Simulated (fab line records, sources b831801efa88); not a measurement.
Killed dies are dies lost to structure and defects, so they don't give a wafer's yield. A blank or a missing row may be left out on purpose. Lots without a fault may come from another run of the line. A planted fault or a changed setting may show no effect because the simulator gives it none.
Split-lot experiment | flow sfq_line | 5 lots, 23 wafers read, on a route of 325 steps

THE SPLIT
At SFQ_TRILAYER_L0_BARC_OPEN_METAL_ETCH_010 (etches BARC in O2, target depth 125 nm, time 41.7 s), the setting time_s was moved away from the recipe's 41.7 s on 7 of the 23 wafers read, by -12.6% to +12.1%. The other wafers ran this setting at the recipe's value.

The reading is taken at the split's own step.

THE READING
oes_product_au, in a.u., at SFQ_TRILAYER_L0_BARC_OPEN_METAL_ETCH_010 (etches BARC in O2, target depth 125 nm, time 41.7 s). Fault-free wafers of this fab line usually give 0.685 a.u., standard deviation 0.0046 a.u..

wafer  | tool, chamber at the split | time_s as run, s | against the recipe | oes_product_au, a.u. | against lot-mates on the recipe
L075.1 | rie_metal-04, 0            | 41.7             | recipe             | 0.682                | -
L075.3 | rie_metal-04, 1            | 41.7             | recipe             | 0.678                | -
L075.4 | rie_metal-04, 0            | 44.91            | +7.7%              | 0.670                | -0.012
L075.5 | rie_metal-04, 0            | 41.7             | recipe             | 0.685                | -
L075.6 | rie_metal-04, 1            | 44.91            | +7.7%              | 0.680                | -0.002
L077.1 | rie_metal-04, 1            | 41.7             | recipe             | 0.682                | -
L077.4 | rie_metal-04, 0            | 41.7             | recipe             | 0.681                | -
L077.6 | rie_metal-04, 1            | 41.7             | recipe             | 0.687                | -
L080.1 | rie_metal-04, 1            | 41.7             | recipe             | 0.688                | -
L080.2 | rie_metal-04, 0            | 41.7             | recipe             | 0.694                | -
L080.4 | rie_metal-04, 1            | 41.7             | recipe             | 0.688                | -
L080.5 | rie_metal-04, 0            | 41.7             | recipe             | 0.686                | -
L080.6 | rie_metal-04, 1            | 41.7             | recipe             | 0.682                | -
L081.2 | rie_metal-01, 0            | 46.74            | +12.1%             | 0.668                | -0.018
L081.3 | rie_metal-01, 1            | 41.7             | recipe             | 0.684                | -
L081.4 | rie_metal-01, 0            | 41.7             | recipe             | 0.688                | -
L081.5 | rie_metal-01, 1            | 46.74            | +12.1%             | 0.665                | -0.021
L081.6 | rie_metal-01, 0            | 46.74            | +12.1%             | 0.669                | -0.017
L083.1 | rie_metal-04, 0            | 41.7             | recipe             | 0.681                | -
L083.2 | rie_metal-04, 1            | 36.45            | -12.6%             | 0.727                | +0.042
L083.3 | rie_metal-04, 0            | 36.45            | -12.6%             | 0.739                | +0.054
L083.4 | rie_metal-04, 1            | 41.7             | recipe             | 0.689                | -
L083.6 | rie_metal-04, 1            | 41.7             | recipe             | 0.686                | -

THE FIT
A straight line over all 23 wafers: oes_product_au changes by -0.00241 a.u. for each +1% of time_s; r = -0.90; the points scatter about the line by 0.0076 a.u..
The same after taking each lot's own level away (the mean of its wafers on the recipe; 23 wafers): -0.00238 a.u. for each +1%; r = -0.90; scatter 0.0074 a.u..
On that fit, the largest move of time_s shifts the reading by 0.03 a.u..
The lots' own levels span 0.6817 to 0.6876 a.u., that is 1.3 times the standard deviation above.
So the lot-to-lot level changes the slope little: the two slopes agree.
Check: with one of the wafers moved furthest among these (-12.6%) left out of the fit, the line predicts +0.031 a.u. for it against its lot-mates. It came out at +0.0417 a.u. against them.
Tool readings at the split's step, against how far the setting was moved: oes_product_au r = -0.90.

OTHER SPLITS ON THESE WAFERS
These wafers also went through other splits before the reading. Each is held against what the fit with the lots' levels taken away leaves over:
other split on the same wafers                | wafers away from the commonest value | r with oes_product_au (lot level and that fit taken away)
SFQ_TRILAYER_INCOMING_OXIDATION_002 ox_time_s | 15                                   | +0.11
SFQ_TRILAYER_L0_LITHO_COAT_005 resist_thk_nm  | 11                                   | +0.27

THE FILE'S OWN FIT
oes_product_au changes by -0.00241 a.u. for each +1% of time_s, r = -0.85.
